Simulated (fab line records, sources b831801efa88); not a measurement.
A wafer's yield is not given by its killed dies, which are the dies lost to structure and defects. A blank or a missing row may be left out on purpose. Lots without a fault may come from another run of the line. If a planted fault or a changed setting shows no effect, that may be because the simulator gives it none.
fab line records + flow gf180mcu
record
- lots=24
- wafers=72
- lastDay=34
route steps=602 shown M1@320 V2@387 M3@411 V3@434 V5@564 TOP_METAL@573
lots that met no fault: taken from a fault-free run of the same line
startH: start of the lot's first displayed wafer, in hours after the record's first day + waitH: how many hours have passed since the lot's step before this one + " as in the row above + L1.1+2: a row that stands for several wafers + - value missing, or start not given + * or withheld: withheld + < > ~ a bound
route shown NAME@n: names a module that has steps shown in the file, with the first one's number in the route + usual: the fault-free wafers' mean and standard deviation + same: alike in all rows + chamber/n: place in a boat + sites: each site's reading + _std_site: the values' standard deviation + _edge_site: outer sites' mean less inner sites' + radiusMm: how far each site lies from the wafer's centre + mask NAME#n: copy n + behind: the most recent tool/chamber to have shaped the wafer + hold: why the lot was held/for how many hours/how that ended + device: the transistor (n, p or np) that didn't switch + end of line: the tests these same wafers got at the end of their route + for a step that has no rows: nothing shown but its recipe + killed: dies lost to structure and defects at the first sort, not the wafer's yield + map: the dies of a wafer, with x for killed, . for not killed, _ for no die there
set.NAME: the setting as run; set.NAME@STEP: as run at that earlier step + model.NAME: the simulator's own value behind a step, which no gauge read
route steps across a sampled set of lots; one table per step, one row per wafer
services: from which hour (startH, from the record's first day; less than 0 if before it) a tool's chamber was out of use, for how many hours, and why
## steps
# step GF_M1_RS_MEAS_05
# recipe
- thkMeasGauge=four-point-probe
- reads=TiN_of_M1_SPUTTER_04+Ti_of_M1_SPUTTER_03+AlCu_of_M1_SPUTTER_02+TiN_of_M1_SPUTTER_01+Ti_of_M1_SPUTTER_00
# usual
- M1_ALCU_RS=0.0696/0.00072
| lot.wafer | tool         | chamber | startH | waitH | M1_ALCU_RS[ohm/sq] |
|-----------|--------------|---------|--------|-------|--------------------|
| L074.2    | filmMetro-01 | -       | 372.16 | 0.0   | 0.0704             |
| L074.4    | "            | -       | "      | "     | 0.0702             |
| L074.5    | "            | -       | "      | "     | 0.0704             |
| L076.1    | filmMetro-03 | -       | 379.28 | 0.0   | 0.0699             |
| L076.3    | "            | -       | "      | "     | 0.0691             |
| L076.4    | "            | -       | "      | "     | 0.0697             |
| L075.1    | filmMetro-02 | -       | 384.43 | 0.0   | 0.0694             |
| L075.2    | "            | -       | "      | "     | 0.0693             |
| L075.3    | "            | -       | "      | "     | 0.0690             |
| L077.2    | filmMetro-01 | -       | 388.09 | 0.0   | 0.0707             |
| L077.5    | "            | -       | "      | "     | 0.0704             |
| L077.6    | "            | -       | "      | "     | 0.0695             |
| L078.2    | filmMetro-01 | -       | 401.02 | 0.0   | 0.0699             |
| L078.3    | "            | -       | "      | "     | 0.0698             |
| L078.5    | "            | -       | "      | "     | 0.0699             |
| L079.1    | filmMetro-02 | -       | 410.75 | 0.0   | 0.0694             |
| L079.3    | "            | -       | "      | "     | 0.0688             |
| L079.5    | "            | -       | "      | "     | 0.0695             |
| L080.1    | filmMetro-03 | -       | 420.22 | 0.0   | 0.0688             |
| L080.2    | "            | -       | "      | "     | 0.0683             |
| L080.4    | "            | -       | "      | "     | 0.0691             |
| L081.3    | filmMetro-01 | -       | 422.38 | 0.1   | 0.0703             |
| L081.4    | "            | -       | "      | "     | 0.0698             |
| L081.6    | "            | -       | "      | "     | 0.0701             |
| L082.1    | filmMetro-02 | -       | 430.18 | 0.0   | 0.0697             |
| L082.3    | "            | -       | "      | "     | 0.0700             |
| L082.6    | "            | -       | "      | "     | 0.0704             |
| L083.1    | filmMetro-01 | -       | 445.43 | 0.0   | 0.0693             |
| L083.3    | "            | -       | "      | "     | 0.0691             |
| L083.4    | "            | -       | "      | "     | 0.0687             |
| L084.2    | filmMetro-03 | -       | 453.50 | 0.0   | 0.0686             |
| L084.3    | "            | -       | "      | "     | 0.0680             |
| L084.4    | "            | -       | "      | "     | 0.0681             |
| L085.1    | filmMetro-03 | -       | 460.63 | 0.0   | 0.0693             |
| L085.2    | "            | -       | "      | "     | 0.0694             |
| L085.3    | "            | -       | "      | "     | 0.0689             |
| L086.2    | filmMetro-01 | -       | 468.80 | 0.0   | 0.0698             |
| L086.3    | "            | -       | "      | "     | 0.0698             |
| L086.6    | "            | -       | "      | "     | 0.0683             |
| L087.2    | filmMetro-01 | -       | 485.10 | 0.0   | 0.0687             |
| L087.4    | "            | -       | "      | "     | 0.0684             |
| L087.6    | "            | -       | "      | "     | 0.0689             |
| L088.1    | filmMetro-03 | -       | 495.51 | 0.0   | 0.0698             |
| L088.5    | "            | -       | "      | "     | 0.0702             |
| L088.6    | "            | -       | "      | "     | 0.0704             |
| L089.1    | filmMetro-02 | -       | 504.57 | 0.0   | 0.0701             |
| L089.3    | "            | -       | "      | "     | 0.0701             |
| L089.6    | "            | -       | "      | "     | 0.0697             |
| L090.1    | filmMetro-01 | -       | 507.94 | 0.0   | 0.0706             |
| L090.2    | "            | -       | "      | "     | 0.0701             |
| L090.5    | "            | -       | "      | "     | 0.0703             |
| L091.1    | filmMetro-03 | -       | 513.73 | 0.0   | 0.0696             |
| L091.5    | "            | -       | "      | "     | 0.0690             |
| L091.6    | "            | -       | "      | "     | 0.0703             |
| L092.1    | filmMetro-03 | -       | 524.39 | 0.0   | 0.0690             |
| L092.2    | "            | -       | "      | "     | 0.0698             |
| L092.4    | "            | -       | "      | "     | 0.0707             |
| L093.1    | filmMetro-02 | -       | 533.53 | 0.0   | 0.0704             |
| L093.2    | "            | -       | "      | "     | 0.0708             |
| L093.3    | "            | -       | "      | "     | 0.0708             |
| L094.1    | filmMetro-03 | -       | 539.97 | 0.0   | 0.0698             |
| L094.5    | "            | -       | "      | "     | 0.0688             |
| L094.6    | "            | -       | "      | "     | 0.0692             |
| L095.1    | filmMetro-01 | -       | 541.87 | 0.0   | 0.0695             |
| L095.3    | "            | -       | "      | "     | 0.0693             |
| L095.5    | "            | -       | "      | "     | 0.0703             |
| L096.1    | filmMetro-03 | -       | 559.19 | 0.0   | 0.0689             |
| L096.2    | "            | -       | "      | "     | 0.0691             |
| L096.3    | "            | -       | "      | "     | 0.0684             |
| L097.2    | filmMetro-03 | -       | 560.57 | 0.0   | 0.0689             |
| L097.3    | "            | -       | "      | "     | 0.0692             |
| L097.5    | "            | -       | "      | "     | 0.0688             |
# step GF_V2_BOW_MEAS_05
# recipe
- mode=bow
# usual
- V2_BOW=101/7.8
| lot.wafer | tool         | chamber | startH | waitH | V2_BOW[um] |
|-----------|--------------|---------|--------|-------|------------|
| L074.2    | filmMetro-04 | -       | 446.59 | 0.1   | 102        |
| L074.4    | "            | -       | "      | "     | 97         |
| L074.5    | "            | -       | "      | "     | 97         |
| L076.1    | filmMetro-04 | -       | 454.37 | 0.2   | 99         |
| L076.3    | "            | -       | "      | "     | 98         |
| L076.4    | "            | -       | "      | "     | 98         |
| L075.1    | filmMetro-04 | -       | 458.47 | 0.2   | 111        |
| L075.2    | "            | -       | "      | "     | 115        |
| L075.3    | "            | -       | "      | "     | 108        |
| L077.2    | filmMetro-01 | -       | 464.04 | 0.3   | 95         |
| L077.5    | "            | -       | "      | "     | 90         |
| L077.6    | "            | -       | "      | "     | 88         |
| L078.2    | filmMetro-01 | -       | 478.93 | 0.2   | 102        |
| L078.3    | "            | -       | "      | "     | 105        |
| L078.5    | "            | -       | "      | "     | 109        |
| L079.1    | filmMetro-01 | -       | 487.38 | 0.1   | 97         |
| L079.3    | "            | -       | "      | "     | 92         |
| L079.5    | "            | -       | "      | "     | 97         |
| L080.1    | filmMetro-01 | -       | 497.38 | 0.1   | 97         |
| L080.2    | "            | -       | "      | "     | 112        |
| L080.4    | "            | -       | "      | "     | 108        |
| L081.3    | filmMetro-02 | -       | 499.44 | 0.2   | 108        |
| L081.4    | "            | -       | "      | "     | 116        |
| L081.6    | "            | -       | "      | "     | 102        |
| L082.1    | filmMetro-04 | -       | 506.87 | 0.2   | 103        |
| L082.3    | "            | -       | "      | "     | 111        |
| L082.6    | "            | -       | "      | "     | 116        |
| L083.1    | filmMetro-02 | -       | 521.42 | 0.1   | 106        |
| L083.3    | "            | -       | "      | "     | 103        |
| L083.4    | "            | -       | "      | "     | 106        |
| L084.2    | filmMetro-04 | -       | 530.43 | 0.2   | 87         |
| L084.3    | "            | -       | "      | "     | 101        |
| L084.4    | "            | -       | "      | "     | 98         |
| L085.1    | filmMetro-02 | -       | 535.97 | 0.2   | 91         |
| L085.2    | "            | -       | "      | "     | 96         |
| L085.3    | "            | -       | "      | "     | 96         |
| L086.2    | filmMetro-02 | -       | 543.32 | 0.2   | 77         |
| L086.3    | "            | -       | "      | "     | 94         |
| L086.6    | "            | -       | "      | "     | 81         |
| L087.2    | filmMetro-04 | -       | 558.69 | 0.2   | 107        |
| L087.4    | "            | -       | "      | "     | 104        |
| L087.6    | "            | -       | "      | "     | 107        |
| L088.1    | filmMetro-01 | -       | 567.91 | 0.1   | 104        |
| L088.5    | "            | -       | "      | "     | 97         |
| L088.6    | "            | -       | "      | "     | 110        |
| L089.1    | filmMetro-01 | -       | 577.43 | 0.1   | 98         |
| L089.3    | "            | -       | "      | "     | 86         |
| L089.6    | "            | -       | "      | "     | 89         |
| L090.1    | filmMetro-01 | -       | 579.70 | 0.2   | 99         |
| L090.2    | "            | -       | "      | "     | 101        |
| L090.5    | "            | -       | "      | "     | 92         |
| L091.1    | filmMetro-01 | -       | 585.04 | 0.2   | 99         |
| L091.5    | "            | -       | "      | "     | 96         |
| L091.6    | "            | -       | "      | "     | 104        |
| L092.1    | filmMetro-02 | -       | 595.32 | 0.1   | 93         |
| L092.2    | "            | -       | "      | "     | 95         |
| L092.4    | "            | -       | "      | "     | 109        |
| L093.1    | filmMetro-04 | -       | 603.48 | 0.1   | 97         |
| L093.2    | "            | -       | "      | "     | 103        |
| L093.3    | "            | -       | "      | "     | 97         |
| L094.1    | filmMetro-02 | -       | 610.77 | 0.1   | 104        |
| L094.5    | "            | -       | "      | "     | 106        |
| L094.6    | "            | -       | "      | "     | 100        |
| L095.1    | filmMetro-01 | -       | 610.87 | 0.1   | 107        |
| L095.3    | "            | -       | "      | "     | 113        |
| L095.5    | "            | -       | "      | "     | 105        |
| L096.1    | filmMetro-02 | -       | 626.72 | 0.2   | 102        |
| L096.2    | "            | -       | "      | "     | 109        |
| L096.3    | "            | -       | "      | "     | 98         |
| L097.2    | filmMetro-02 | -       | 628.24 | 0.2   | 92         |
| L097.3    | "            | -       | "      | "     | 103        |
| L097.5    | "            | -       | "      | "     | 98         |
# step GF_M3_SPUTTER_02
# recipe
- material=AlCu
- targetThkNm=450
- powerW=10600
- timeS=23.9
- chamberPressurePa=0.4
# usual
- chamberPressurePa=0.4000/0.00084
- throttleValvePct=30.0/1.2
| lot.wafer | tool          | chamber | startH | waitH | chamberPressurePa | throttleValvePct |
|-----------|---------------|---------|--------|-------|-------------------|------------------|
| L074.2    | pvdSputter-04 | -       | 473.01 | 0.0   | 0.3998            | 31.5             |
| L074.4    | "             | -       | "      | "     | 0.3998            | 28.0             |
| L074.5    | "             | -       | "      | "     | 0.4011            | 30.6             |
| L076.1    | pvdSputter-02 | -       | 480.73 | 0.0   | 0.4001            | 29.4             |
| L076.3    | "             | -       | "      | "     | 0.3991            | 28.9             |
| L076.4    | "             | -       | "      | "     | 0.3998            | 29.3             |
| L075.1    | pvdSputter-02 | -       | 484.50 | 0.0   | 0.4010            | 29.6             |
| L075.2    | "             | -       | "      | "     | 0.4012            | 30.9             |
| L075.3    | "             | -       | "      | "     | 0.4012            | 29.2             |
| L077.2    | pvdSputter-04 | -       | 489.64 | 0.0   | 0.3990            | 30.3             |
| L077.5    | "             | -       | "      | "     | 0.3986            | 30.1             |
| L077.6    | "             | -       | "      | "     | 0.4014            | 27.9             |
| L078.2    | pvdSputter-04 | -       | 505.30 | 0.0   | 0.4000            | 28.3             |
| L078.3    | "             | -       | "      | "     | 0.4008            | 30.2             |
| L078.5    | "             | -       | "      | "     | 0.4001            | 30.2             |
| L079.1    | pvdSputter-03 | -       | 513.34 | 0.0   | 0.3988            | 28.5             |
| L079.3    | "             | -       | "      | "     | 0.4008            | 29.0             |
| L079.5    | "             | -       | "      | "     | 0.4008            | 30.7             |
| L080.1    | pvdSputter-02 | -       | 522.35 | 0.0   | 0.4000            | 29.5             |
| L080.2    | "             | -       | "      | "     | 0.4007            | 29.1             |
| L080.4    | "             | -       | "      | "     | 0.3998            | 29.0             |
| L081.3    | pvdSputter-04 | -       | 524.00 | 0.0   | 0.3989            | 28.1             |
| L081.4    | "             | -       | "      | "     | 0.4007            | 30.6             |
| L081.6    | "             | -       | "      | "     | 0.3989            | 28.1             |
| L082.1    | pvdSputter-03 | -       | 531.34 | 0.0   | 0.3995            | 30.5             |
| L082.3    | "             | -       | "      | "     | 0.3988            | 29.0             |
| L082.6    | "             | -       | "      | "     | 0.4001            | 32.5             |
| L083.1    | pvdSputter-02 | -       | 545.73 | 0.0   | 0.3992            | 29.2             |
| L083.3    | "             | -       | "      | "     | 0.3983            | 29.0             |
| L083.4    | "             | -       | "      | "     | 0.3996            | 29.2             |
| L084.2    | pvdSputter-03 | -       | 554.70 | 0.0   | 0.3996            | 32.3             |
| L084.3    | "             | -       | "      | "     | 0.4007            | 30.8             |
| L084.4    | "             | -       | "      | "     | 0.3992            | 28.5             |
| L085.1    | pvdSputter-02 | -       | 560.18 | 0.0   | 0.3996            | 29.3             |
| L085.2    | "             | -       | "      | "     | 0.4008            | 29.5             |
| L085.3    | "             | -       | "      | "     | 0.4001            | 29.4             |
| L086.2    | pvdSputter-04 | -       | 567.25 | 0.0   | 0.4006            | 30.0             |
| L086.3    | "             | -       | "      | "     | 0.3998            | 30.9             |
| L086.6    | "             | -       | "      | "     | 0.4000            | 31.2             |
| L087.2    | pvdSputter-04 | -       | 582.75 | 0.0   | 0.4004            | 28.1             |
| L087.4    | "             | -       | "      | "     | 0.4001            | 30.2             |
| L087.6    | "             | -       | "      | "     | 0.4009            | 29.8             |
| L088.1    | pvdSputter-04 | -       | 591.56 | 0.0   | 0.3979            | 31.3             |
| L088.5    | "             | -       | "      | "     | 0.3992            | 31.5             |
| L088.6    | "             | -       | "      | "     | 0.4016            | 28.2             |
| L089.1    | pvdSputter-03 | -       | 600.63 | 0.0   | 0.4010            | 31.1             |
| L089.3    | "             | -       | "      | "     | 0.3996            | 28.4             |
| L089.6    | "             | -       | "      | "     | 0.4010            | 30.7             |
| L090.1    | pvdSputter-04 | -       | 602.50 | 0.0   | 0.4014            | 30.1             |
| L090.2    | "             | -       | "      | "     | 0.4002            | 28.2             |
| L090.5    | "             | -       | "      | "     | 0.4007            | 30.2             |
| L091.1    | pvdSputter-02 | -       | 607.67 | 0.0   | 0.3992            | 29.6             |
| L091.5    | "             | -       | "      | "     | 0.4018            | 30.6             |
| L091.6    | "             | -       | "      | "     | 0.3993            | 29.4             |
| L092.1    | pvdSputter-03 | -       | 617.60 | 0.0   | 0.4002            | 32.4             |
| L092.2    | "             | -       | "      | "     | 0.3994            | 30.7             |
| L092.4    | "             | -       | "      | "     | 0.4005            | 28.6             |
| L093.1    | pvdSputter-03 | -       | 626.03 | 0.0   | 0.3999            | 29.1             |
| L093.2    | "             | -       | "      | "     | 0.3994            | 28.4             |
| L093.3    | "             | -       | "      | "     | 0.3997            | 32.4             |
| L094.1    | pvdSputter-02 | -       | 632.48 | 0.0   | 0.3987            | 30.7             |
| L094.5    | "             | -       | "      | "     | 0.4000            | 30.9             |
| L094.6    | "             | -       | "      | "     | 0.3982            | 29.5             |
| L095.1    | pvdSputter-03 | -       | 632.76 | 0.0   | 0.4000            | 28.9             |
| L095.3    | "             | -       | "      | "     | 0.3990            | 30.9             |
| L095.5    | "             | -       | "      | "     | 0.4010            | 28.1             |
| L096.1    | pvdSputter-02 | -       | 648.51 | 0.0   | 0.4001            | 30.8             |
| L096.2    | "             | -       | "      | "     | 0.4007            | 29.4             |
| L096.3    | "             | -       | "      | "     | 0.4003            | 29.5             |
| L097.2    | pvdSputter-02 | -       | 650.58 | 0.0   | 0.3995            | 30.6             |
| L097.3    | "             | -       | "      | "     | 0.3999            | 29.3             |
| L097.5    | "             | -       | "      | "     | 0.3996            | 29.1             |
# step GF_V3_BOW_MEAS_05
# recipe
- mode=bow
# usual
- V3_BOW=119/8
| lot.wafer | tool         | chamber | startH | waitH | V3_BOW[um] |
|-----------|--------------|---------|--------|-------|------------|
| L074.2    | filmMetro-01 | -       | 499.34 | 0.2   | 118        |
| L074.4    | "            | -       | "      | "     | 115        |
| L074.5    | "            | -       | "      | "     | 115        |
| L076.1    | filmMetro-04 | -       | 506.30 | 0.2   | 112        |
| L076.3    | "            | -       | "      | "     | 109        |
| L076.4    | "            | -       | "      | "     | 109        |
| L075.1    | filmMetro-04 | -       | 509.88 | 0.1   | 128        |
| L075.2    | "            | -       | "      | "     | 131        |
| L075.3    | "            | -       | "      | "     | 125        |
| L077.2    | filmMetro-01 | -       | 514.18 | 0.3   | 116        |
| L077.5    | "            | -       | "      | "     | 111        |
| L077.6    | "            | -       | "      | "     | 108        |
| L078.2    | filmMetro-01 | -       | 530.13 | 0.2   | 121        |
| L078.3    | "            | -       | "      | "     | 126        |
| L078.5    | "            | -       | "      | "     | 127        |
| L079.1    | filmMetro-03 | -       | 537.52 | 0.1   | 118        |
| L079.3    | "            | -       | "      | "     | 113        |
| L079.5    | "            | -       | "      | "     | 116        |
| L080.1    | filmMetro-01 | -       | 546.48 | 0.1   | 111        |
| L080.2    | "            | -       | "      | "     | 125        |
| L080.4    | "            | -       | "      | "     | 120        |
| L081.3    | filmMetro-03 | -       | 547.63 | 0.1   | 130        |
| L081.4    | "            | -       | "      | "     | 137        |
| L081.6    | "            | -       | "      | "     | 124        |
| L082.1    | filmMetro-03 | -       | 555.32 | 0.2   | 121        |
| L082.3    | "            | -       | "      | "     | 133        |
| L082.6    | "            | -       | "      | "     | 136        |
| L083.1    | filmMetro-01 | -       | 568.89 | 0.1   | 125        |
| L083.3    | "            | -       | "      | "     | 123        |
| L083.4    | "            | -       | "      | "     | 126        |
| L084.2    | filmMetro-01 | -       | 578.05 | 0.3   | 102        |
| L084.3    | "            | -       | "      | "     | 115        |
| L084.4    | "            | -       | "      | "     | 113        |
| L085.1    | filmMetro-04 | -       | 583.52 | 0.2   | 111        |
| L085.2    | "            | -       | "      | "     | 115        |
| L085.3    | "            | -       | "      | "     | 116        |
| L086.2    | filmMetro-04 | -       | 590.24 | 0.2   | 98         |
| L086.3    | "            | -       | "      | "     | 114        |
| L086.6    | "            | -       | "      | "     | 101        |
| L087.2    | filmMetro-01 | -       | 605.24 | 0.2   | 122        |
| L087.4    | "            | -       | "      | "     | 118        |
| L087.6    | "            | -       | "      | "     | 121        |
| L088.1    | filmMetro-03 | -       | 613.97 | 0.1   | 117        |
| L088.5    | "            | -       | "      | "     | 110        |
| L088.6    | "            | -       | "      | "     | 124        |
| L089.1    | filmMetro-04 | -       | 622.16 | 0.1   | 119        |
| L089.3    | "            | -       | "      | "     | 107        |
| L089.6    | "            | -       | "      | "     | 112        |
| L090.1    | filmMetro-01 | -       | 624.39 | 0.2   | 122        |
| L090.2    | "            | -       | "      | "     | 126        |
| L090.5    | "            | -       | "      | "     | 114        |
| L091.1    | filmMetro-04 | -       | 629.61 | 0.2   | 116        |
| L091.5    | "            | -       | "      | "     | 112        |
| L091.6    | "            | -       | "      | "     | 123        |
| L092.1    | filmMetro-04 | -       | 639.26 | 0.2   | 108        |
| L092.2    | "            | -       | "      | "     | 110        |
| L092.4    | "            | -       | "      | "     | 125        |
| L093.1    | filmMetro-01 | -       | 647.35 | 0.1   | 108        |
| L093.2    | "            | -       | "      | "     | 116        |
| L093.3    | "            | -       | "      | "     | 111        |
| L095.1    | filmMetro-03 | -       | 653.70 | 0.1   | 118        |
| L095.3    | "            | -       | "      | "     | 125        |
| L095.5    | "            | -       | "      | "     | 117        |
| L094.1    | filmMetro-01 | -       | 653.77 | 0.2   | 123        |
| L094.5    | "            | -       | "      | "     | 126        |
| L094.6    | "            | -       | "      | "     | 120        |
| L096.1    | filmMetro-01 | -       | 669.32 | 0.1   | 122        |
| L096.2    | "            | -       | "      | "     | 130        |
| L096.3    | "            | -       | "      | "     | 119        |
| L097.2    | filmMetro-03 | -       | 671.05 | 0.2   | 111        |
| L097.3    | "            | -       | "      | "     | 123        |
| L097.5    | "            | -       | "      | "     | 118        |
# step GF_V5_RS_MEAS_24
# recipe
- thkMeasGauge=four-point-probe
- reads=W_of_V5_CVD_23+TiN_of_V5_SPUTTER_22+Ti_of_V5_SPUTTER_21
# usual
- V5_W_RS=0.328/0.0052
| lot.wafer | tool         | chamber | startH | waitH | V5_W_RS[ohm/sq] |
|-----------|--------------|---------|--------|-------|-----------------|
| L074.2    | filmMetro-04 | -       | 637.28 | 0.1   | 0.327           |
| L074.4    | "            | -       | "      | "     | 0.326           |
| L074.5    | "            | -       | "      | "     | 0.327           |
| L076.1    | filmMetro-04 | -       | 644.99 | 0.1   | 0.324           |
| L076.3    | "            | -       | "      | "     | 0.331           |
| L076.4    | "            | -       | "      | "     | 0.325           |
| L075.1    | filmMetro-01 | -       | 646.57 | 0.1   | 0.318           |
| L075.2    | "            | -       | "      | "     | 0.327           |
| L075.3    | "            | -       | "      | "     | 0.332           |
| L077.2    | filmMetro-04 | -       | 651.72 | 0.1   | 0.320           |
| L077.5    | "            | -       | "      | "     | 0.320           |
| L077.6    | "            | -       | "      | "     | 0.332           |
| L078.2    | filmMetro-01 | -       | 662.03 | 0.1   | 0.336           |
| L078.3    | "            | -       | "      | "     | 0.336           |
| L078.5    | "            | -       | "      | "     | 0.338           |
| L079.1    | filmMetro-03 | -       | 669.84 | 0.1   | 0.318           |
| L079.3    | "            | -       | "      | "     | 0.320           |
| L079.5    | "            | -       | "      | "     | 0.321           |
| L080.1    | filmMetro-03 | -       | 677.10 | 0.1   | 0.329           |
| L080.2    | "            | -       | "      | "     | 0.334           |
| L080.4    | "            | -       | "      | "     | 0.325           |
| L081.3    | filmMetro-03 | -       | 679.39 | 0.1   | 0.329           |
| L081.4    | "            | -       | "      | "     | 0.337           |
| L081.6    | "            | -       | "      | "     | 0.334           |
| L082.1    | filmMetro-03 | -       | 685.71 | 0.1   | 0.333           |
| L082.3    | "            | -       | "      | "     | 0.324           |
| L082.6    | "            | -       | "      | "     | 0.322           |
| L083.1    | filmMetro-03 | -       | 698.60 | 0.1   | 0.330           |
| L083.3    | "            | -       | "      | "     | 0.325           |
| L083.4    | "            | -       | "      | "     | 0.331           |
| L084.2    | filmMetro-01 | -       | 703.28 | 0.1   | 0.331           |
| L084.3    | "            | -       | "      | "     | 0.323           |
| L084.4    | "            | -       | "      | "     | 0.336           |
| L085.1    | filmMetro-03 | -       | 710.81 | 0.1   | 0.320           |
| L085.2    | "            | -       | "      | "     | 0.332           |
| L085.3    | "            | -       | "      | "     | 0.321           |
| L086.2    | filmMetro-04 | -       | 714.67 | 0.1   | 0.335           |
| L086.3    | "            | -       | "      | "     | 0.333           |
| L086.6    | "            | -       | "      | "     | 0.328           |
| L087.2    | filmMetro-03 | -       | 728.03 | 0.1   | 0.337           |
| L087.4    | "            | -       | "      | "     | 0.333           |
| L087.6    | "            | -       | "      | "     | 0.327           |
| L088.1    | filmMetro-01 | -       | 735.57 | 0.1   | 0.326           |
| L088.5    | "            | -       | "      | "     | 0.321           |
| L088.6    | "            | -       | "      | "     | 0.328           |
| L089.1    | filmMetro-03 | -       | 744.08 | 0.1   | 0.321           |
| L089.3    | "            | -       | "      | "     | 0.333           |
| L089.6    | "            | -       | "      | "     | 0.332           |
| L090.1    | filmMetro-04 | -       | 745.36 | 0.1   | 0.331           |
| L090.2    | "            | -       | "      | "     | 0.330           |
| L090.5    | "            | -       | "      | "     | 0.330           |
| L091.1    | filmMetro-01 | -       | 749.82 | 0.1   | 0.330           |
| L091.5    | "            | -       | "      | "     | 0.328           |
| L091.6    | "            | -       | "      | "     | 0.325           |
| L092.1    | filmMetro-03 | -       | 757.51 | 0.1   | 0.321           |
| L092.2    | "            | -       | "      | "     | 0.333           |
| L092.4    | "            | -       | "      | "     | 0.324           |
| L093.1    | filmMetro-03 | -       | 765.66 | 0.1   | 0.328           |
| L093.2    | "            | -       | "      | "     | 0.322           |
| L093.3    | "            | -       | "      | "     | 0.331           |
| L094.1    | filmMetro-01 | -       | 770.22 | 0.1   | 0.327           |
| L094.5    | "            | -       | "      | "     | 0.328           |
| L094.6    | "            | -       | "      | "     | 0.334           |
| L095.1    | filmMetro-04 | -       | 770.51 | 0.1   | 0.322           |
| L095.3    | "            | -       | "      | "     | 0.331           |
| L095.5    | "            | -       | "      | "     | 0.320           |
| L096.1    | filmMetro-03 | -       | 782.06 | 0.1   | 0.326           |
| L096.2    | "            | -       | "      | "     | 0.321           |
| L096.3    | "            | -       | "      | "     | 0.321           |
| L097.2    | filmMetro-01 | -       | 783.07 | 0.1   | 0.328           |
| L097.3    | "            | -       | "      | "     | 0.333           |
| L097.5    | "            | -       | "      | "     | 0.327           |
# step GF_TOP_METAL_THK_MEAS_06
# recipe
- thkMeasGauge=xrf
- reads=AlCu_of_TOP_METAL_SPUTTER_02
# usual
- TOP_METAL_ALCU_THK=917/12
| lot.wafer | tool         | chamber | startH | waitH | TOP_METAL_ALCU_THK[nm] |
|-----------|--------------|---------|--------|-------|------------------------|
| L074.2    | filmMetro-04 | -       | 638.09 | 0.1   | 932                    |
| L074.4    | "            | -       | "      | "     | 934                    |
| L074.5    | "            | -       | "      | "     | 927                    |
| L076.1    | filmMetro-04 | -       | 645.81 | 0.1   | 911                    |
| L076.3    | "            | -       | "      | "     | 917                    |
| L076.4    | "            | -       | "      | "     | 917                    |
| L075.1    | filmMetro-04 | -       | 647.39 | 0.1   | 945                    |
| L075.2    | "            | -       | "      | "     | 936                    |
| L075.3    | "            | -       | "      | "     | 946                    |
| L077.2    | filmMetro-03 | -       | 652.53 | 0.1   | 906                    |
| L077.5    | "            | -       | "      | "     | 898                    |
| L077.6    | "            | -       | "      | "     | 894                    |
| L078.2    | filmMetro-02 | -       | 662.84 | 0.1   | 899                    |
| L078.3    | "            | -       | "      | "     | 910                    |
| L078.5    | "            | -       | "      | "     | 901                    |
| L079.1    | filmMetro-04 | -       | 670.66 | 0.1   | 919                    |
| L079.3    | "            | -       | "      | "     | 925                    |
| L079.5    | "            | -       | "      | "     | 938                    |
| L080.1    | filmMetro-03 | -       | 677.92 | 0.1   | 919                    |
| L080.2    | "            | -       | "      | "     | 930                    |
| L080.4    | "            | -       | "      | "     | 918                    |
| L081.3    | filmMetro-02 | -       | 680.19 | 0.1   | 916                    |
| L081.4    | "            | -       | "      | "     | 925                    |
| L081.6    | "            | -       | "      | "     | 910                    |
| L082.1    | filmMetro-03 | -       | 686.53 | 0.1   | 926                    |
| L082.3    | "            | -       | "      | "     | 931                    |
| L082.6    | "            | -       | "      | "     | 931                    |
| L083.1    | filmMetro-02 | -       | 699.42 | 0.1   | 914                    |
| L083.3    | "            | -       | "      | "     | 904                    |
| L083.4    | "            | -       | "      | "     | 905                    |
| L084.2    | filmMetro-02 | -       | 704.09 | 0.1   | 912                    |
| L084.3    | "            | -       | "      | "     | 909                    |
| L084.4    | "            | -       | "      | "     | 905                    |
| L085.1    | filmMetro-03 | -       | 711.63 | 0.1   | 911                    |
| L085.2    | "            | -       | "      | "     | 916                    |
| L085.3    | "            | -       | "      | "     | 908                    |
| L086.2    | filmMetro-03 | -       | 715.48 | 0.1   | 922                    |
| L086.3    | "            | -       | "      | "     | 927                    |
| L086.6    | "            | -       | "      | "     | 929                    |
| L087.2    | filmMetro-02 | -       | 728.84 | 0.1   | 904                    |
| L087.4    | "            | -       | "      | "     | 900                    |
| L087.6    | "            | -       | "      | "     | 906                    |
| L088.1    | filmMetro-02 | -       | 736.39 | 0.1   | 906                    |
| L088.5    | "            | -       | "      | "     | 899                    |
| L088.6    | "            | -       | "      | "     | 919                    |
| L089.1    | filmMetro-03 | -       | 744.90 | 0.1   | 907                    |
| L089.3    | "            | -       | "      | "     | 920                    |
| L089.6    | "            | -       | "      | "     | 925                    |
| L090.1    | filmMetro-03 | -       | 746.40 | 0.1   | 911                    |
| L090.2    | "            | -       | "      | "     | 909                    |
| L090.5    | "            | -       | "      | "     | 909                    |
| L091.1    | filmMetro-02 | -       | 750.67 | 0.1   | 925                    |
| L091.5    | "            | -       | "      | "     | 921                    |
| L091.6    | "            | -       | "      | "     | 929                    |
| L092.1    | filmMetro-04 | -       | 758.33 | 0.1   | 913                    |
| L092.2    | "            | -       | "      | "     | 924                    |
| L092.4    | "            | -       | "      | "     | 925                    |
| L093.1    | filmMetro-03 | -       | 766.48 | 0.1   | 908                    |
| L093.2    | "            | -       | "      | "     | 921                    |
| L093.3    | "            | -       | "      | "     | 924                    |
| L094.1    | filmMetro-02 | -       | 771.04 | 0.1   | 925                    |
| L094.5    | "            | -       | "      | "     | 908                    |
| L094.6    | "            | -       | "      | "     | 926                    |
| L095.1    | filmMetro-03 | -       | 771.33 | 0.1   | 908                    |
| L095.3    | "            | -       | "      | "     | 920                    |
| L095.5    | "            | -       | "      | "     | 917                    |
| L096.1    | filmMetro-03 | -       | 782.88 | 0.1   | 906                    |
| L096.2    | "            | -       | "      | "     | 910                    |
| L096.3    | "            | -       | "      | "     | 912                    |
| L097.2    | filmMetro-03 | -       | 783.88 | 0.1   | 924                    |
| L097.3    | "            | -       | "      | "     | 917                    |
| L097.5    | "            | -       | "      | "     | 928                    |
## services
| tool          | chamber | startH | hours | kind                  |
|---------------|---------|--------|-------|-----------------------|
| pvdSputter-03 | 1       | 553.84 | -     | consumableReplace:kit |
| pvdSputter-03 | 1       | 553.84 | 18.0  | scheduledDown         |
| pvdSputter-03 | 1       | 553.84 | 18.0  | ventCycle             |
| pvdSputter-04 | -       | 564.96 | 0.5   | repair                |
| pvdSputter-04 | 2       | 616.24 | -     | consumableReplace:kit |
| pvdSputter-04 | 2       | 616.24 | 18.0  | scheduledDown         |
| pvdSputter-04 | 2       | 616.24 | 18.0  | ventCycle             |
| pvdSputter-02 | 3       | 623.82 | -     | consumableReplace:kit |
| pvdSputter-02 | 3       | 623.82 | 18.0  | scheduledDown         |
| pvdSputter-02 | 3       | 623.82 | 18.0  | ventCycle             |
## key
fault none
